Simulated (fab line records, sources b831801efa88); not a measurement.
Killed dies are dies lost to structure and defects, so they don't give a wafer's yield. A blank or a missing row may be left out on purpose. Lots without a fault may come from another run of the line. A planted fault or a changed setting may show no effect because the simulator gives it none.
Which tool did it? | flow sky130 | 11 lots, 33 wafers sampled, at 5 steps of a route of 708

WHAT THE GAUGES READ, wafer by wafer
The record holds no reading of a measuring or inspecting step that can be judged against a usual standard deviation.

WHICH TOOL RAN EACH LOT (tool, then ch and the chambers of the sampled wafers, then the start)
lot  | SKY_METAL3_STRIP_19                  | SKY_VIA3_SPUTTER_20          | SKY_METAL4_SPUTTER_04        | SKY_CAP2M_STRIP_14                   | SKY_PAD_OPEN_PROBE_99
L977 | plasma_asher-04 ch 0,1, day 38 10:34 | pvd_sputter-01, day 39 13:26 | pvd_sputter-04, day 39 14:13 | plasma_asher-02 ch 0,1, day 40 15:28 | prober-01, day 45 16:19
L978 | plasma_asher-02 ch 0,1, day 38 16:57 | pvd_sputter-01, day 39 19:13 | pvd_sputter-02, day 39 19:59 | plasma_asher-02 ch 0,1, day 40 20:53 | prober-02, day 45 21:58
L979 | plasma_asher-04 ch 0,1, day 39 02:28 | pvd_sputter-03, day 40 05:32 | pvd_sputter-02, day 40 06:19 | plasma_asher-04 ch 0,1, day 41 06:33 | prober-01, day 46 05:39
L980 | plasma_asher-02 ch 0,1, day 39 08:38 | pvd_sputter-01, day 40 12:03 | pvd_sputter-04, day 40 12:49 | plasma_asher-04 ch 0,1, day 41 13:43 | prober-02, day 46 11:35
L981 | plasma_asher-04 ch 0,1, day 39 18:31 | pvd_sputter-01, day 40 21:07 | pvd_sputter-02, day 40 21:53 | plasma_asher-02 ch 0,1, day 41 22:19 | prober-01, day 46 18:07
L982 | plasma_asher-02 ch 0,1, day 40 08:28 | pvd_sputter-02, day 41 10:55 | pvd_sputter-04, day 41 11:41 | plasma_asher-03 ch 0,1, day 42 11:32 | prober-02, day 47 08:13
L989 | plasma_asher-02 ch 0,1, day 41 21:07 | pvd_sputter-02, day 42 22:14 | pvd_sputter-01, day 42 23:00 | plasma_asher-02 ch 0,1, day 43 21:36 | prober-01, day 48 11:19
L991 | plasma_asher-02 ch 0,1, day 42 09:41 | pvd_sputter-01, day 43 10:04 | pvd_sputter-01, day 43 11:00 | plasma_asher-02 ch 0,1, day 44 10:01 | prober-01, day 48 21:31
L995 | plasma_asher-02 ch 0,1, day 44 02:32 | pvd_sputter-03, day 45 03:11 | pvd_sputter-01, day 45 03:57 | plasma_asher-04 ch 0,1, day 46 01:09 | prober-02, day 50 04:19
L996 | plasma_asher-04 ch 0,1, day 44 03:38 | pvd_sputter-02, day 45 04:01 | pvd_sputter-01, day 45 04:47 | plasma_asher-04 ch 0,1, day 46 01:41 | prober-02, day 50 06:29
L998 | plasma_asher-02 ch 0,1, day 44 11:44 | pvd_sputter-03, day 45 12:10 | pvd_sputter-01, day 45 12:56 | plasma_asher-03 ch 0,1, day 46 10:12 | prober-02, day 50 14:28
- SKY_METAL3_STRIP_19: strips in O2/N2.
- SKY_VIA3_SPUTTER_20: material TiN, target thk 20 nm, time 80 s.
- SKY_METAL4_SPUTTER_04: material TiN, target thk 70 nm, time 58.3 s.
- SKY_CAP2M_STRIP_14: strips in O2/N2.
- SKY_PAD_OPEN_PROBE_99

WHAT THE TOOLS THEMSELVES READ (means of the sampled wafers that have a number; where no wafer has one, the mark that the record gives instead)
SKY_METAL3_STRIP_19. Usual: drypump_motor_current_A 5.6 A, standard deviation 0.38; o2_flow_sccm 3002 sccm, standard deviation 8.8; oes_product_au 0.504 a.u., standard deviation 0.0047; strip_time_to_endpoint_s 6.59 s, standard deviation 0.059.
lot  | tool            | drypump_motor_current_A (A) | o2_flow_sccm (sccm) | oes_product_au (a.u.) | strip_time_to_endpoint_s (s) | flag
L977 | plasma_asher-04 | 5.8                         | 2997                | 0.500                 | 6.54                         |
L978 | plasma_asher-02 | 5.8                         | 3005                | 0.505                 | 6.56                         |
L979 | plasma_asher-04 | 5.8                         | 2993                | 0.505                 | 6.57                         |
L980 | plasma_asher-02 | 5.8                         | 3005                | 0.502                 | 6.60                         |
L981 | plasma_asher-04 | 5.9                         | 3008                | 0.501                 | 6.56                         |
L982 | plasma_asher-02 | 5.5                         | 3011                | 0.509                 | 6.60                         |
L989 | plasma_asher-02 | 5.8                         | 3003                | 0.498                 | 6.51                         |
L991 | plasma_asher-02 | 5.5                         | 3006                | 0.507                 | 6.55                         |
L995 | plasma_asher-02 | 5.5                         | 3003                | 0.505                 | 6.64                         |
L996 | plasma_asher-04 | 5.8                         | 3002                | 0.499                 | 6.62                         |
L998 | plasma_asher-02 | 5.8                         | 2999                | 0.503                 | 6.59                         |

SKY_VIA3_SPUTTER_20. Usual: throttle_valve_pct 29.7 %, standard deviation 1.
lot  | tool           | throttle_valve_pct (%) | flag
L977 | pvd_sputter-01 | 30.1                   |
L978 | pvd_sputter-01 | 30.5                   |
L979 | pvd_sputter-03 | 28.8                   |
L980 | pvd_sputter-01 | 30.3                   |
L981 | pvd_sputter-01 | 30.5                   |
L982 | pvd_sputter-02 | 29.1                   |
L989 | pvd_sputter-02 | 28.9                   |
L991 | pvd_sputter-01 | 30.3                   |
L995 | pvd_sputter-03 | 29.5                   |
L996 | pvd_sputter-02 | 30.4                   |
L998 | pvd_sputter-03 | 29.7                   |

SKY_METAL4_SPUTTER_04. Usual: throttle_valve_pct 29.6 %, standard deviation 0.97.
lot  | tool           | throttle_valve_pct (%) | flag
L977 | pvd_sputter-04 | 29.3                   |
L978 | pvd_sputter-02 | 29.0                   |
L979 | pvd_sputter-02 | 30.5                   |
L980 | pvd_sputter-04 | 28.9                   |
L981 | pvd_sputter-02 | 28.8                   |
L982 | pvd_sputter-04 | 29.4                   |
L989 | pvd_sputter-01 | 30.3                   |
L991 | pvd_sputter-01 | 30.1                   |
L995 | pvd_sputter-01 | 30.1                   |
L996 | pvd_sputter-01 | 30.1                   |
L998 | pvd_sputter-01 | 30.5                   |

SKY_CAP2M_STRIP_14. Usual: drypump_motor_current_A 5.8 A, standard deviation 0.43; o2_flow_sccm 3001 sccm, standard deviation 9.4; oes_product_au 0.711 a.u., standard deviation 0.0045; strip_time_to_endpoint_s 12.68 s, standard deviation 0.052.
lot  | tool            | drypump_motor_current_A (A) | o2_flow_sccm (sccm) | oes_product_au (a.u.) | strip_time_to_endpoint_s (s) | flag
L977 | plasma_asher-02 | 5.8                         | 3004                | 0.711                 | 12.65                        |
L978 | plasma_asher-02 | 5.8                         | 2999                | 0.708                 | 12.65                        |
L979 | plasma_asher-04 | 5.9                         | 2998                | 0.713                 | 12.68                        |
L980 | plasma_asher-04 | 5.8                         | 3003                | 0.712                 | 12.71                        |
L981 | plasma_asher-02 | 5.9                         | 2995                | 0.712                 | 12.69                        |
L982 | plasma_asher-03 | 6.2                         | 2998                | 0.710                 | 12.60                        |
L989 | plasma_asher-02 | 5.8                         | 3594                | 0.714                 | 12.55                        | OFF
L991 | plasma_asher-02 | 5.5                         | 3615                | 0.720                 | 12.56                        | OFF
L995 | plasma_asher-04 | 5.9                         | 2994                | 0.714                 | 12.75                        |
L996 | plasma_asher-04 | 5.9                         | 3006                | 0.709                 | 12.67                        |
L998 | plasma_asher-03 | 6.2                         | 3009                | 0.709                 | 12.66                        |

SKY_PAD_OPEN_PROBE_99. Usual: defect_limited_yield 82.1 %, standard deviation 1.7; killed_at_M0_to_M3 44, standard deviation 6.4; killed_at_M4_up 3.0, standard deviation 1.8; killed_at_contacts 24, standard deviation 5; killed_at_front_end 16, standard deviation 4.3; killed_at_other 0.4, standard deviation 0.76; killed_dies 88, standard deviation 8.6; killed_open 47, standard deviation 7.2; killed_short 40, standard deviation 5.5; sort_bin_3_pad_short 0.9 %, standard deviation 0.44; sort_bin_5_function 10.6 %, standard deviation 1.5; sort_bin_6_memory 6.4 %, standard deviation 1.2; sort_n_pass 404, standard deviation 8.6; sort_yield_pct 82.1 %, standard deviation 1.7.
lot  | tool      | defect_limited_yield (%) | killed_at_M0_to_M3 | killed_at_M4_up | killed_at_contacts | killed_at_front_end | killed_at_other | killed_dies | killed_open | killed_short | sort_bin_3_pad_short (%) | sort_bin_5_function (%) | sort_bin_6_memory (%) | sort_n_pass | sort_yield_pct (%) | flag
L977 | prober-01 | 80.8                     | 47                 | 4.7             | 23                 | 20                  | 0.0             | 94          | 50          | 45           | 0.8                      | 11.7                    | 6.6                   | 398         | 80.8               |
L978 | prober-02 | 81.3                     | 47                 | 2.0             | 27                 | 16                  | 0.3             | 92          | 54          | 38           | 0.6                      | 11.1                    | 7.0                   | 400         | 81.3               |
L979 | prober-01 | 82.8                     | 47                 | 4.7             | 17                 | 16                  | 0.3             | 85          | 48          | 37           | 0.9                      | 10.5                    | 5.8                   | 407         | 82.8               |
L980 | prober-02 | 82.5                     | 45                 | 1.7             | 24                 | 15                  | 0.3             | 86          | 43          | 42           | 1.1                      | 9.7                     | 6.6                   | 406         | 82.5               |
L981 | prober-01 | 82.4                     | 47                 | 3.3             | 24                 | 11                  | 0.3             | 87          | 46          | 41           | 0.8                      | 9.6                     | 7.2                   | 405         | 82.4               |
L982 | prober-02 | 83.0                     | 46                 | 3.0             | 20                 | 15                  | 0.0             | 84          | 46          | 37           | 0.7                      | 9.7                     | 6.6                   | 408         | 83.0               |
L989 | prober-01 | 81.8                     | 49                 | 3.3             | 21                 | 14                  | 2.7             | 89          | 46          | 39           | 0.6                      | 11.4                    | 6.2                   | 403         | 81.8               | OFF
L991 | prober-01 | 80.8                     | 51                 | 3.3             | 23                 | 18                  | 0.3             | 95          | 48          | 45           | 1.1                      | 11.4                    | 6.7                   | 397         | 80.8               |
L995 | prober-02 | 81.3                     | 46                 | 2.7             | 28                 | 15                  | 0.0             | 92          | 52          | 40           | 0.6                      | 11.5                    | 6.6                   | 400         | 81.3               |
L996 | prober-02 | 82.6                     | 49                 | 3.0             | 19                 | 14                  | 0.3             | 85          | 48          | 37           | 1.0                      | 9.9                     | 6.4                   | 407         | 82.6               |
L998 | prober-02 | 82.9                     | 40                 | 1.7             | 25                 | 17                  | 0.3             | 84          | 50          | 33           | 0.9                      | 9.8                     | 6.4                   | 408         | 82.9               |

THE ANSWER, worked out from the rows above alone
Rule: a lot is off if the mean of its wafers that have a number lies more than 3 standard deviations from the usual mean. A lot without any number at a reading at which 4 lots or more have one is off too. The other lots that the step has rows for count as sound. The gauges are gone through in route order, then the tools' own readings, and for those a lot's mean is taken as printed above. The first step at which some lot is off is used, and at that step the reading that is off furthest; a lot without a number counts as furthest.
Off: L989, L991, at SKY_CAP2M_STRIP_14 (o2_flow_sccm).
A tool fits if, at that step or a process step before it, it ran every lot that is off, and no sound lot after the first of them. One fits: plasma_asher-02 at SKY_CAP2M_STRIP_14. Its last sound lot is L981 (day 41 22:19), its first lot that is off L989 (day 43 21:36): a fault that began between those two fits.
The tool's own readings at SKY_CAP2M_STRIP_14 bear it out: on the lots that are off they differ by more than 5 times the standard deviation of the sound lots' means. o2_flow_sccm reads 3604 sccm there against 3001 sccm on the sound lots.

WHAT THE SIMULATOR HAD PUT IN
Process parameter drift: plasma_asher-02, from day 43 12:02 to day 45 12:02, at SKY_CAP2M_STRIP_14. Setting o2_flow_sccm, moved by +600, from 3000. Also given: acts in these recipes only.
Lots struck among those shown: L989, L991. The rule above found the same.
